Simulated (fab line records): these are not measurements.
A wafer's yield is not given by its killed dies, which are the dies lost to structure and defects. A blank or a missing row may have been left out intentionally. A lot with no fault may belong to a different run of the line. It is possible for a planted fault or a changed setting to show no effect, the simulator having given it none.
fab line records | flow sfqLine
record lots=6 | wafers=18 | lastDay=91
route steps=325 shown I3@137 M4@148 I4@163 JJ@178 M8@325
lots untouched by any fault: they come from a run of this same line in which no faults occurred
startH: hours from the record's first day to the start of the lot's first wafer shown | waitH: hours since the lot's step before | " unchanged from the row above | L1.1+2: one row covering several wafers at once | - either no value or no given start | * or withheld: withheld | < > ~ a bound
route shown NAME@n: a module of which the file shows steps, and the number in the route of the first | usual: the fault-free wafers' mean and standard deviation | same: alike in all rows | chamber/n: place in a boat | sites: the reading at each site | _std_site: their standard deviation | _edge_site: inner sites' mean taken away from outer sites' mean | radiusMm: how far each site lies from the wafer's centre | mask NAME#n: copy n | behind: the most recent tool/chamber to have shaped the wafer | hold: cause of the lot's hold/its duration in hours/its outcome | device: the n, p or np transistor that did not switch | end of line: the same wafers' tests at the end of the route | step lacking rows: just its recipe | killed: at the first sort, the dies lost to defects and structure; wafer yield is something else | map: the dies of a wafer, with x for killed, . for not killed, _ for no die there
set.NAME: the setting that was run; set.NAME@STEP: the one run at that earlier step | model.NAME: the simulator's own value behind a step, which no gauge read
certain route steps with their lots: each step a table, each wafer a row
services: from which hour (startH, from the record's first day; less than 0 if before it) a tool's chamber was out of use, for how many hours, and why
## steps
# step SFQ_TRILAYER_I3_VIA_LITHO_COAT_090
# recipe resist=BARC | spinRpm=3000 | resistThkNm=62
# step SFQ_TRILAYER_I3_VIA_LITHO_COAT_085
# recipe resist=KrF | spinRpm=3000 | resistThkNm=650
# step SFQ_TRILAYER_I3_VIA_LITHO_SOFTBAKE_089
# recipe tempC=withheld | timeS=withheld | resist=KrF
# step SFQ_TRILAYER_I3_VIA_LITHO_EXPOSE_086
# recipe maskId=I3 | na=0.6 | sourceShape=conventional | sigmaOuter=0.65 | targetCdNm=500 | doseMj=21.3
# step SFQ_TRILAYER_I3_VIA_LITHO_PEB_088
# recipe pebTempC=115 | pebTimeS=60 | resist=KrF
# step SFQ_TRILAYER_I3_VIA_LITHO_DEVELOP_087
# recipe timeS=60 | resist=KrF
# step SFQ_I3_OVL_MEAS_923
# usual I3_OVL=0/5.7
lot.wafer | tool       | chamber | startH  | waitH | I3_OVL[nm]
L164.1    | overlay-01 | -       | 1164.28 | 0.1   | 1
L164.2    | "          | -       | "       | "     | 4
L164.4    | "          | -       | "       | "     | 1
L165.4    | overlay-01 | -       | 1165.49 | 0.1   | -8
L165.5    | "          | -       | "       | "     | 0
L165.6    | "          | -       | "       | "     | -3
L174.2    | overlay-02 | -       | 1238.94 | 0.1   | -2
L174.3    | "          | -       | "       | "     | 2
L174.4    | "          | -       | "       | "     | 2
L175.2    | overlay-02 | -       | 1261.10 | 0.1   | -6
L175.3    | "          | -       | "       | "     | -6
L175.6    | "          | -       | "       | "     | -4
L176.1    | overlay-02 | -       | 1264.69 | 0.1   | 4
L176.2    | "          | -       | "       | "     | -1
L176.6    | "          | -       | "       | "     | 2
L178.1    | overlay-02 | -       | 1302.31 | 0.1   | 1
L178.2    | "          | -       | "       | "     | 1
L178.3    | "          | -       | "       | "     | 3
# step SFQ_TRILAYER_I3_VIA_BARC_OPEN_VIA_ETCH_121
# recipe maskMaterial=PR | chemistry=O2 | targetDepthNm=125 | target=BARC | sourceW=500 | biasW=80 | pressureMtorr=30 | timeS=41.7
# step SFQ_TRILAYER_I3_VIA_ETCH_VIA_ETCH_088
# recipe target=SiO2 | stopOn=Nb | maskMaterial=PR | taperDeg=20 | chemistry=CHF3 | targetDepthNm=260 | sourceW=500 | biasW=80 | pressureMtorr=30 | timeS=withheld
# usual drypumpMotorCurrentA=5.6/0.43 | oesProductAu=0.854/0.005
lot.wafer | tool       | chamber | startH  | waitH | drypumpMotorCurrentA | oesProductAu
L164.1    | rieDiel-02 | 0       | 1164.35 | 0.0   | 6.0                  | 0.860
L164.2    | "          | 1       | "       | "     | 5.1                  | 0.854
L164.4    | "          | 2       | "       | "     | 5.9                  | 0.854
L165.4    | rieDiel-01 | 2       | 1165.55 | 0.0   | 5.5                  | 0.853
L165.5    | "          | 1       | "       | "     | 5.4                  | 0.854
L165.6    | "          | 2       | "       | "     | 5.5                  | 0.858
L174.2    | rieDiel-03 | 0       | 1239.01 | 0.0   | 5.6                  | 0.850
L174.3    | "          | 1       | "       | "     | 5.7                  | 0.855
L174.4    | "          | 3       | "       | "     | 5.8                  | 0.853
L175.2    | rieDiel-02 | 3       | 1261.17 | 0.0   | 6.2                  | 0.848
L175.3    | "          | 2       | "       | "     | 5.9                  | 0.849
L175.6    | "          | 3       | "       | "     | 6.2                  | 0.850
L176.1    | rieDiel-02 | 0       | 1264.77 | 0.0   | 5.9                  | 0.854
L176.2    | "          | 3       | "       | "     | 6.2                  | 0.855
L176.6    | "          | 3       | "       | "     | 6.2                  | 0.851
L178.1    | rieDiel-03 | 2       | 1302.38 | 0.0   | 4.7                  | 0.846
L178.2    | "          | 1       | "       | "     | 5.6                  | 0.854
L178.3    | "          | 3       | "       | "     | 5.7                  | 0.857
# step SFQ_TRILAYER_I3_VIA_STRIP_STRIP_089
# recipe gas=O2 | powerW=200 | platenTempC=40 | overashFraction=0.65 | chemistry=O2 | pressureMtorr=50
# step SFQ_TRILAYER_I3_VIA_STRIP_SOLV_CLEAN_090
# recipe chemistry=NMP | tempC=70 | timeS=600
# step SFQ_TRILAYER_M4_DEP_PRE_CLEAN_092
# recipe gas=Ar | timeS=22.5 | biasV=250
# step SFQ_TRILAYER_M4_DEP_SPUTTER_091
# recipe material=Nb | basePressurePa=1.33e-06 | chamberPressurePa=0.1333 | substrateTempC=20 | resputterCathodeVoltageV=400 | targetThkNm=200 | powerW=2000 | timeS=133.3
# usual throttleValvePct=30.1/0.79
lot.wafer | tool          | chamber | startH  | waitH | throttleValvePct | model.Nb_of_TRILAYER_M4_DEP_SPUTTER_091.thkNm
L164.1    | pvdSputter-06 | -       | 1165.28 | 0.0   | 29.1             | 197.6
L164.2    | "             | -       | "       | "     | 30.3             | 199.5
L164.4    | "             | -       | "       | "     | 30.5             | 198.1
L165.4    | pvdSputter-04 | -       | 1166.47 | 0.0   | 31.9             | 199.9
L165.5    | "             | -       | "       | "     | 29.5             | 197.9
L165.6    | "             | -       | "       | "     | 31.2             | 198.4
L174.2    | pvdSputter-04 | -       | 1239.92 | 0.0   | 30.6             | 197.2
L174.3    | "             | -       | "       | "     | 29.4             | 156.8
L174.4    | "             | -       | "       | "     | 31.6             | 156.6
L175.2    | pvdSputter-04 | -       | 1262.26 | 0.0   | 29.5             | 198.7
L175.3    | "             | -       | "       | "     | 31.8             | 157.2
L175.6    | "             | -       | "       | "     | 31.4             | 159
L176.1    | pvdSputter-05 | -       | 1265.69 | 0.0   | 29.0             | 200.9
L176.2    | "             | -       | "       | "     | 28.9             | 199.5
L176.6    | "             | -       | "       | "     | 29.1             | 202.2
L178.1    | pvdSputter-05 | -       | 1303.32 | 0.0   | 29.8             | 197.4
L178.2    | "             | -       | "       | "     | 29.3             | 196.2
L178.3    | "             | -       | "       | "     | 29.0             | 196.6
# step SFQ_M4_RS_MEAS_924
# recipe thkMeasGauge=four-point-probe | reads=Nb_of_TRILAYER_M4_DEP_SPUTTER_091
# usual M4_NB_RS=0.895/0.0088
lot.wafer | tool         | chamber | startH  | waitH | hold                    | M4_NB_RS[ohm/sq]
L164.1    | filmMetro-03 | -       | 1165.38 | 0.0   | -                       | 0.900
L164.2    | "            | -       | "       | "     | -                       | 0.891
L164.4    | "            | -       | "       | "     | -                       | 0.896
L165.4    | filmMetro-01 | -       | 1166.62 | 0.1   | -                       | 0.892
L165.5    | "            | -       | "       | "     | -                       | 0.902
L165.6    | "            | -       | "       | "     | -                       | 0.899
L174.2    | filmMetro-04 | -       | 1240.03 | 0.1   | awaitDispo/0.2h/release | 0.904
L174.3    | "            | -       | "       | "     | awaitDispo/0.2h/release | 1.142
L174.4    | "            | -       | "       | "     | awaitDispo/0.2h/release | 1.142
L174.2    | filmMetro-04 | -       | 1240.32 | 0.3   | -                       | 0.903
L174.3    | "            | -       | "       | "     | -                       | 1.140
L174.4    | "            | -       | "       | "     | -                       | 1.141
L175.2    | filmMetro-03 | -       | 1262.37 | 0.1   | awaitDispo/0.2h/release | 0.894
L175.3    | "            | -       | "       | "     | awaitDispo/0.2h/release | 1.134
L175.6    | "            | -       | "       | "     | awaitDispo/0.2h/release | 1.119
L175.2    | filmMetro-03 | -       | 1262.66 | 0.3   | -                       | 0.895
L175.3    | "            | -       | "       | "     | -                       | 1.134
L175.6    | "            | -       | "       | "     | -                       | 1.121
L176.1    | filmMetro-03 | -       | 1265.78 | 0.0   | -                       | 0.884
L176.2    | "            | -       | "       | "     | -                       | 0.891
L176.6    | "            | -       | "       | "     | -                       | 0.879
L178.1    | filmMetro-01 | -       | 1303.41 | 0.0   | -                       | 0.903
L178.2    | "            | -       | "       | "     | -                       | 0.911
L178.3    | "            | -       | "       | "     | -                       | 0.906
# step SFQ_TRILAYER_M4_LITHO_COAT_093
# recipe resist=KrF | spinRpm=3000 | resistThkNm=600
# step SFQ_TRILAYER_M4_LITHO_SOFTBAKE_097
# recipe tempC=withheld | timeS=withheld | resist=KrF
# step SFQ_TRILAYER_M4_LITHO_EXPOSE_094
# recipe maskId=M4 | na=0.6 | sourceShape=conventional | sigmaOuter=0.65 | targetCdNm=500 | doseMj=14.4
# step SFQ_TRILAYER_M4_LITHO_PEB_096
# recipe pebTempC=115 | pebTimeS=60 | resist=KrF
# step SFQ_TRILAYER_M4_LITHO_DEVELOP_095
# recipe timeS=60 | resist=KrF
# step SFQ_M4_OVL_MEAS_926
# usual M4_OVL=1/4.6
lot.wafer | tool       | chamber | startH  | waitH | M4_OVL[nm]
L164.1    | overlay-01 | -       | 1169.08 | 0.1   | 4
L164.2    | "          | -       | "       | "     | 6
L164.4    | "          | -       | "       | "     | 3
L165.4    | overlay-01 | -       | 1170.29 | 0.1   | 0
L165.5    | "          | -       | "       | "     | -2
L165.6    | "          | -       | "       | "     | -2
L174.2    | overlay-02 | -       | 1375.75 | 0.1   | 0
L174.3    | "          | -       | "       | "     | 0
L174.4    | "          | -       | "       | "     | -3
L175.2    | overlay-02 | -       | 1391.35 | 0.1   | 1
L175.3    | "          | -       | "       | "     | 6
L175.6    | "          | -       | "       | "     | 0
L176.1    | overlay-02 | -       | 1396.15 | 0.1   | 2
L176.2    | "          | -       | "       | "     | 0
L176.6    | "          | -       | "       | "     | 1
L178.1    | overlay-01 | -       | 1432.27 | 0.1   | -8
L178.2    | "          | -       | "       | "     | -7
L178.3    | "          | -       | "       | "     | -8
# step SFQ_TRILAYER_M4_BARC_OPEN_METAL_ETCH_123
# recipe maskMaterial=PR | chemistry=O2 | targetDepthNm=125 | target=BARC | icpW=600 | biasW=80 | pressureMtorr=10 | timeS=41.7
# usual drypumpMotorCurrentA=6.0/0.44 | heBacksideLeakSccm=3.5/0.38 | oesProductAu=0.685/0.0044
# same timeS=41.7
lot.wafer | tool        | chamber | startH  | waitH | drypumpMotorCurrentA | heBacksideLeakSccm | oesProductAu | rfHoursCounterH
L164.1    | rieMetal-03 | 1       | 1169.11 | 0.0   | 6.1                  | 3.2                | 0.687        | 2
L164.2    | "           | 0       | "       | "     | 6.4                  | 3.3                | 0.686        | 9
L164.4    | "           | 1       | "       | "     | 6.1                  | 3.3                | 0.688        | -
L165.4    | rieMetal-01 | 0       | 1170.33 | 0.0   | 5.4                  | 3.5                | 0.687        | -
L165.5    | "           | 1       | "       | "     | 5.6                  | 3.8                | 0.684        | -
L165.6    | "           | 0       | "       | "     | 5.4                  | 3.5                | 0.689        | -
L174.2    | rieMetal-03 | 0       | 1375.78 | 0.0   | 6.4                  | 3.3                | 0.685        | 37
L174.3    | "           | 1       | "       | "     | 6.0                  | 3.1                | 0.685        | -
L174.4    | "           | 0       | "       | "     | 6.4                  | 3.1                | 0.690        | -
L175.2    | rieMetal-03 | 1       | 1391.38 | 0.0   | 6.0                  | 3.2                | 0.681        | 32
L175.3    | "           | 0       | "       | "     | 6.4                  | 3.2                | 0.683        | -
L175.6    | "           | 1       | "       | "     | 6.0                  | 3.2                | 0.690        | -
L176.1    | rieMetal-03 | 1       | 1396.18 | 0.0   | 6.0                  | 3.3                | 0.690        | 33
L176.2    | "           | 0       | "       | "     | 6.4                  | 3.2                | 0.682        | 39
L176.6    | "           | 1       | "       | "     | 6.0                  | 3.1                | 0.678        | -
L178.1    | rieMetal-01 | 1       | 1432.31 | 0.0   | 5.6                  | 3.8                | 0.692        | 53
L178.2    | "           | 0       | "       | "     | 5.4                  | 3.4                | 0.684        | 124
L178.3    | "           | 1       | "       | "     | 5.6                  | 3.9                | 0.686        | -
# step SFQ_TRILAYER_M4_ETCH_METAL_ETCH_096
# recipe target=Nb | stopOn=SiO2 | maskMaterial=PR | chemistry=Cl2/Ar | targetDepthNm=240 | icpW=600 | biasW=80 | pressureMtorr=10 | timeS=120
# usual drypumpMotorCurrentA=6.0/0.45 | heBacksideLeakSccm=3.43/0.27 | oesProductAu=0.891/0.0065
# same timeS=120
lot.wafer | tool        | chamber | startH  | waitH | drypumpMotorCurrentA | heBacksideLeakSccm | oesProductAu | rfHoursCounterH
L164.1    | rieMetal-03 | 1       | 1169.17 | 0.0   | 6.1                  | 3.05               | 0.884        | 2
L164.2    | "           | 0       | "       | "     | 6.4                  | 3.14               | 0.893        | 9
L164.4    | "           | 1       | "       | "     | 6.0                  | 3.07               | 0.889        | -
L165.4    | rieMetal-01 | 0       | 1170.41 | 0.1   | 5.4                  | 3.46               | 0.893        | -
L165.5    | "           | 1       | "       | "     | 5.6                  | 3.51               | 0.890        | -
L165.6    | "           | 0       | "       | "     | 5.4                  | 3.38               | 0.895        | -
L174.2    | rieMetal-03 | 0       | 1375.84 | 0.0   | 6.4                  | 3.23               | 0.887        | 37
L174.3    | "           | 1       | "       | "     | 6.1                  | 3.19               | 0.785        | -
L174.4    | "           | 0       | "       | "     | 6.4                  | 3.18               | 0.785        | -
L175.2    | rieMetal-03 | 1       | 1391.44 | 0.0   | 6.1                  | 3.30               | 0.888        | 32
L175.3    | "           | 0       | "       | "     | 6.3                  | 3.11               | 0.781        | -
L175.6    | "           | 1       | "       | "     | 6.1                  | 3.18               | 0.782        | -
L176.1    | rieMetal-03 | 1       | 1396.24 | 0.0   | 6.0                  | 3.18               | 0.904        | 33
L176.2    | "           | 0       | "       | "     | 6.4                  | 3.25               | 0.891        | 39
L176.6    | "           | 1       | "       | "     | 6.0                  | 3.15               | 0.902        | -
L178.1    | rieMetal-01 | 1       | 1432.37 | 0.0   | 5.6                  | 3.76               | 0.892        | 53
L178.2    | "           | 0       | "       | "     | 5.4                  | 3.42               | 0.892        | 125
L178.3    | "           | 1       | "       | "     | 5.6                  | 3.59               | 0.885        | -
# step SFQ_TRILAYER_M4_STRIP_STRIP_097
# recipe gas=O2 | powerW=200 | platenTempC=40 | overashFraction=0.65 | chemistry=O2 | pressureMtorr=50
# step SFQ_TRILAYER_M4_STRIP_SOLV_CLEAN_098
# recipe chemistry=NMP | tempC=70 | timeS=600
# step SFQ_TRILAYER_I4_DEP_PECVD_099
# recipe material=SiO2 | tempC=150 | timeS=111.11 | pressureTorr=2.4 | rfW=183.3 | precursor=SiH4/N2O | targetThkNm=500
# usual heaterPowerW=96/9.2 | throttleValvePct=24.7/1.2
# same timeS=111.11
lot.wafer | tool     | chamber | startH  | waitH | heaterPowerW | throttleValvePct
L164.1    | pecvd-04 | 0       | 1170.07 | 0.0   | 98           | 24.5
L164.2    | "        | 2       | "       | "     | 86           | 24.9
L164.4    | "        | 2       | "       | "     | 89           | 25.0
L165.4    | pecvd-02 | 2       | 1171.31 | 0.0   | 92           | 24.7
L165.5    | "        | 0       | "       | "     | 98           | 23.1
L165.6    | "        | 1       | "       | "     | 89           | 24.6
L174.2    | pecvd-02 | 2       | 1376.74 | 0.0   | 97           | 25.0
L174.3    | "        | 1       | "       | "     | 90           | 24.9
L174.4    | "        | 2       | "       | "     | 101          | 25.1
L175.2    | pecvd-01 | 1       | 1392.34 | 0.0   | 94           | 26.3
L175.3    | "        | 2       | "       | "     | 100          | 25.1
L175.6    | "        | 0       | "       | "     | 96           | 25.7
L176.1    | pecvd-04 | 1       | 1397.14 | 0.0   | 85           | 23.8
L176.2    | "        | 0       | "       | "     | 94           | 22.4
L176.6    | "        | 2       | "       | "     | 84           | 23.1
L178.1    | pecvd-04 | 1       | 1433.28 | 0.0   | 90           | 24.0
L178.2    | "        | 0       | "       | "     | 97           | 22.3
L178.3    | "        | 2       | "       | "     | 86           | 23.1
# step SFQ_TRILAYER_I4_CMP_CMP_100
# recipe material=SiO2 | downForcePsi=3 | platenRpm=60 | padVelocityMS=0.94248
# usual motorCurrentA=9.8/0.9 | timeToEndpointS=213/6.8
lot.wafer | tool   | chamber | startH  | waitH | motorCurrentA | timeToEndpointS
L164.1    | cmp-02 | 2       | 1171.77 | 1.7   | 10.2          | 200
L164.4    | "      | 0       | 1172.77 | 2.6   | 9.9           | 217
L164.2    | "      | 1       | "       | "     | 10.1          | 204
L165.4    | cmp-01 | 2       | 1172.58 | 1.2   | 9.2           | 214
L165.6    | "      | 1       | 1174.08 | 2.7   | 9.0           | 218
L165.5    | "      | 2       | "       | "     | 9.7           | 216
L174.3    | cmp-01 | 3       | 1380.68 | 3.9   | 10.2          | 209
L174.4    | "      | 1       | 1381.68 | 4.9   | 8.7           | 219
L174.2    | "      | 2       | "       | "     | 9.9           | 205
L175.3    | cmp-01 | 3       | 1392.42 | 0.0   | 10.3          | 209
L175.2    | "      | 0       | "       | "     | 8.3           | 212
L175.6    | "      | 0       | 1394.92 | 2.5   | 8.4           | 218
L176.2    | cmp-02 | 2       | 1398.41 | 1.2   | 10.0          | 216
L176.1    | "      | 3       | "       | "     | 11.3          | 224
L176.6    | "      | 1       | 1399.91 | 2.7   | 10.4          | 229
L178.3    | cmp-01 | 1       | 1436.19 | 2.9   | 8.7           | 222
L178.1    | "      | 2       | "       | "     | 9.2           | 215
L178.2    | "      | 0       | 1437.69 | 4.4   | 8.0           | 211
# step SFQ_I4_BOW_MEAS_927
# recipe mode=bow
# usual I4_BOW=4/8.9
lot.wafer | tool         | chamber | startH  | waitH | I4_BOW[um]
L164.1    | filmMetro-02 | -       | 1174.77 | 2.5   | 15
L164.2    | "            | -       | "       | "     | 16
L164.4    | "            | -       | "       | "     | 7
L165.4    | filmMetro-01 | -       | 1175.14 | 2.1   | 0
L165.5    | "            | -       | "       | "     | 7
L165.6    | "            | -       | "       | "     | 9
L174.2    | filmMetro-04 | -       | 1383.70 | 1.0   | 2
L174.3    | "            | -       | "       | "     | -7
L174.4    | "            | -       | "       | "     | 1
L175.2    | filmMetro-04 | -       | 1395.44 | 2.0   | 10
L175.3    | "            | -       | "       | "     | 6
L175.6    | "            | -       | "       | "     | 18
L176.1    | filmMetro-04 | -       | 1400.41 | 1.0   | -13
L176.2    | "            | -       | "       | "     | 1
L176.6    | "            | -       | "       | "     | -4
L178.1    | filmMetro-02 | -       | 1439.19 | 2.0   | 3
L178.2    | "            | -       | "       | "     | 7
L178.3    | "            | -       | "       | "     | 15
# step SFQ_TRILAYER_I4_METRO_MEASURE_101
# step SFQ_TRILAYER_I4_VIA_LITHO_COAT_108
# recipe resist=BARC | spinRpm=3000 | resistThkNm=62
# step SFQ_TRILAYER_I4_VIA_LITHO_COAT_103
# recipe resist=KrF | spinRpm=3000 | resistThkNm=650
# step SFQ_TRILAYER_I4_VIA_LITHO_SOFTBAKE_107
# recipe tempC=withheld | timeS=withheld | resist=KrF
# step SFQ_TRILAYER_I4_VIA_LITHO_EXPOSE_104
# recipe maskId=I4 | na=0.6 | sourceShape=conventional | sigmaOuter=0.65 | targetCdNm=700 | doseMj=21.3
# step SFQ_TRILAYER_I4_VIA_LITHO_PEB_106
# recipe pebTempC=115 | pebTimeS=60 | resist=KrF
# step SFQ_TRILAYER_I4_VIA_LITHO_DEVELOP_105
# recipe timeS=60 | resist=KrF
# step SFQ_I4_OVL_MEAS_928
# usual I4_OVL=1/5.5
lot.wafer | tool       | chamber | startH  | waitH | I4_OVL[nm]
L164.1    | overlay-01 | -       | 1287.28 | 0.1   | -10
L164.2    | "          | -       | "       | "     | 2
L164.4    | "          | -       | "       | "     | -4
L165.4    | overlay-01 | -       | 1288.50 | 0.1   | 6
L165.5    | "          | -       | "       | "     | 2
L165.6    | "          | -       | "       | "     | 4
L174.2    | overlay-02 | -       | 1517.38 | 0.1   | -1
L174.3    | "          | -       | "       | "     | 2
L174.4    | "          | -       | "       | "     | -2
L175.2    | overlay-02 | -       | 1529.38 | 0.1   | 11
L175.3    | "          | -       | "       | "     | 3
L175.6    | "          | -       | "       | "     | 14
L176.1    | overlay-01 | -       | 1534.18 | 0.1   | -7
L176.2    | "          | -       | "       | "     | 0
L176.6    | "          | -       | "       | "     | -6
L178.1    | overlay-02 | -       | 1569.61 | 0.1   | 3
L178.2    | "          | -       | "       | "     | 6
L178.3    | "          | -       | "       | "     | 5
# step SFQ_TRILAYER_I4_VIA_BARC_OPEN_VIA_ETCH_146
# recipe maskMaterial=PR | chemistry=O2 | targetDepthNm=125 | target=BARC | sourceW=500 | biasW=80 | pressureMtorr=30 | timeS=41.7
# usual drypumpMotorCurrentA=5.7/0.34 | oesProductAu=0.685/0.0049
# same timeS=41.7
lot.wafer | tool       | chamber | startH  | waitH | drypumpMotorCurrentA | oesProductAu | rfHoursCounterH
L164.1    | rieDiel-01 | 3       | 1287.32 | 0.0   | 5.4                  | 0.680        | 1
L164.2    | "          | 1       | "       | "     | 5.4                  | 0.680        | 8
L164.4    | "          | 0       | "       | "     | 6.2                  | 0.689        | 20
L165.4    | rieDiel-04 | 3       | 1288.52 | 0.0   | 5.9                  | 0.681        | 18
L165.5    | "          | 1       | "       | "     | 6.2                  | 0.683        | -
L165.6    | "          | 2       | "       | "     | 5.5                  | 0.688        | -
L174.2    | rieDiel-04 | 1       | 1517.41 | 0.0   | 6.2                  | 0.672        | 18
L174.3    | "          | 3       | "       | "     | 5.9                  | 0.682        | 0
L174.4    | "          | 0       | "       | "     | 5.5                  | 0.683        | 7
L175.2    | rieDiel-04 | 3       | 1529.41 | 0.0   | 5.9                  | 0.684        | 0
L175.3    | "          | 1       | "       | "     | 6.2                  | 0.683        | 18
L175.6    | "          | 1       | "       | "     | 6.2                  | 0.690        | -
L176.1    | rieDiel-02 | 3       | 1534.21 | 0.0   | 6.2                  | 0.693        | 9
L176.2    | "          | 1       | "       | "     | 5.2                  | 0.685        | 14
L176.6    | "          | 3       | "       | "     | 6.2                  | 0.680        | -
L178.1    | rieDiel-04 | 0       | 1569.65 | 0.0   | 5.5                  | 0.688        | 8
L178.2    | "          | 3       | "       | "     | 5.9                  | 0.686        | 1
L178.3    | "          | 2       | "       | "     | 5.5                  | 0.683        | 14
# step SFQ_TRILAYER_I4_VIA_ETCH_VIA_ETCH_106
# recipe target=SiO2 | stopOn=Nb | maskMaterial=PR | taperDeg=20 | chemistry=CHF3 | targetDepthNm=260 | sourceW=500 | biasW=80 | pressureMtorr=30 | timeS=withheld
# step SFQ_TRILAYER_I4_VIA_STRIP_STRIP_107
# recipe gas=O2 | powerW=200 | platenTempC=40 | overashFraction=0.65 | chemistry=O2 | pressureMtorr=50
# step SFQ_TRILAYER_I4_VIA_STRIP_SOLV_CLEAN_108
# recipe chemistry=NMP | tempC=70 | timeS=600
# step SFQ_TRILAYER_JJ_TRILAYER_DEP_PRE_CLEAN_113
# recipe gas=Ar | timeS=22.5 | biasV=250
# step SFQ_M8_BOW_MEAS_951
# recipe mode=bow
# usual M8_BOW=9/9.5
lot.wafer | tool         | chamber | startH  | waitH | M8_BOW[um] | model.etest.m4.ohmUm | model.etest.i3.linkOhm | model.etest.i4.linkOhm | model.etest.m4.ohmSq
L164.1    | filmMetro-02 | -       | 2016.10 | 0.0   | 12         | 1.798                | 1.981                  | 2.175                  | 0.9012
L164.2    | "            | -       | "       | "     | 13         | 1.78                 | 1.969                  | 2.164                  | 0.8926
L164.4    | "            | -       | "       | "     | 5          | 1.791                | 1.978                  | 2.168                  | 0.8989
L165.4    | filmMetro-04 | -       | 2108.26 | 0.1   | 2          | 1.772                | 1.969                  | 2.171                  | 0.8909
L165.5    | "            | -       | "       | "     | 8          | 1.791                | 1.967                  | 2.174                  | 0.9001
L165.6    | "            | -       | "       | "     | 10         | 1.786                | 1.981                  | 2.175                  | 0.8976
L174.2    | filmMetro-04 | -       | 2146.62 | 0.0   | 6          | 1.811                | 1.979                  | 2.197                  | 0.9033
L174.3    | "            | -       | "       | "     | -3         | 2.278                | 2.257                  | 2.434                  | 1.136
L174.4    | "            | -       | "       | "     | 5          | 2.277                | 2.257                  | 2.443                  | 1.137
L175.2    | filmMetro-04 | -       | 2171.36 | 0.0   | 19         | 1.785                | 1.969                  | 2.175                  | 0.8962
L175.3    | "            | -       | "       | "     | 14         | 2.26                 | 2.254                  | 2.43                   | 1.133
L175.6    | "            | -       | "       | "     | 27         | 2.24                 | 2.248                  | 2.41                   | 1.12
L176.1    | filmMetro-04 | -       | 2172.71 | 0.0   | -5         | 1.775                | 1.966                  | 2.178                  | 0.8865
L176.2    | "            | -       | "       | "     | 11         | 1.79                 | 1.984                  | 2.177                  | 0.8927
L176.6    | "            | -       | "       | "     | 6          | 1.759                | 1.96                   | 2.17                   | 0.881
L178.1    | filmMetro-01 | -       | 2176.14 | 0.0   | 4          | 1.812                | 1.985                  | 2.192                  | 0.9021
L178.2    | "            | -       | "       | "     | 9          | 1.817                | 1.993                  | 2.208                  | 0.9077
L178.3    | "            | -       | "       | "     | 18         | 1.818                | 1.99                   | 2.194                  | 0.906
## services
tool        | chamber | startH  | hours | kind
rieDiel-04  | 3       | 1142.68 | 7.8   | repair
cmp-01      | -       | 1152.30 | 2.4   | repair
rieMetal-01 | -       | 1163.95 | 0.2   | repair
rieMetal-03 | -       | 1184.62 | 0.5   | repair
rieDiel-02  | 3       | 1206.45 | 7.7   | repair
rieDiel-04  | -       | 1211.50 | 0.2   | repair
rieDiel-04  | 2       | 1227.37 | 2.3   | repair
rieMetal-03 | -       | 1240.86 | 2.8   | pm
rieDiel-04  | 2       | 1251.42 | 10.0  | repair
cmp-01      | -       | 1256.76 | 10.8  | pm
rieDiel-04  | 2       | 1264.78 | 22.6  | repair
rieDiel-04  | 3       | 1270.67 | 7.4   | repair
rieDiel-04  | 0       | 1273.38 | 12.8  | repair
rieDiel-02  | 3       | 1281.64 | 15.5  | repair
rieDiel-04  | 3       | 1290.10 | 3.2   | repair
rieDiel-02  | -       | 1298.89 | 28.1  | pm
rieDiel-02  | 1       | 1332.12 | 1.2   | repair
cmp-01      | -       | 1332.32 | 3.4   | repair
rieMetal-01 | -       | 1347.60 | 2.8   | pm
rieDiel-04  | 3       | 1362.26 | 1.4   | repair
rieDiel-04  | 3       | 1376.20 | 5.4   | repair
rieDiel-02  | -       | 1403.16 | 1.4   | repair
rieDiel-02  | 2       | 1416.60 | 8.3   | repair
rieMetal-03 | 1       | 1434.59 | 7.9   | repair
## key
firstSign step=SFQ_M4_RS_MEAS_924 | reading=visit | direction=added
effect step=SFQ_M4_RS_MEAS_924 | reading=M4_NB_RS | direction=up | sigmas=27 | usual=0.895 | struck=1.135
effect step=SFQ_TRILAYER_M4_ETCH_METAL_ETCH_096 | reading=oesProductAu | direction=down | sigmas=17 | usual=0.891 | struck=0.783
modelEffect step=SFQ_TRILAYER_M4_DEP_SPUTTER_091 | value=Nb_of_TRILAYER_M4_DEP_SPUTTER_091.thkNm | without=198.1 | struck=157.4
modelEffect step=SFQ_M8_BOW_MEAS_951 | value=etest.m4.ohmUm | without=1.798 | struck=2.264
metAt SFQ_TRILAYER_M4_DEP_SPUTTER_091
struckWafers L174.3,L174.4,L175.3,L175.6
onsetBetween 1166.47 1239.92
fault kind=processParameterDrift | tool=pvdSputter-04 | chamber=- | onsetH=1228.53 | steps=SFQ_TRILAYER_M4_DEP_SPUTTER_091 | channel=timeS | offset=* | shape=step | endH=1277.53 | scope=struckWafersOnly | actsIn=* | stated=*
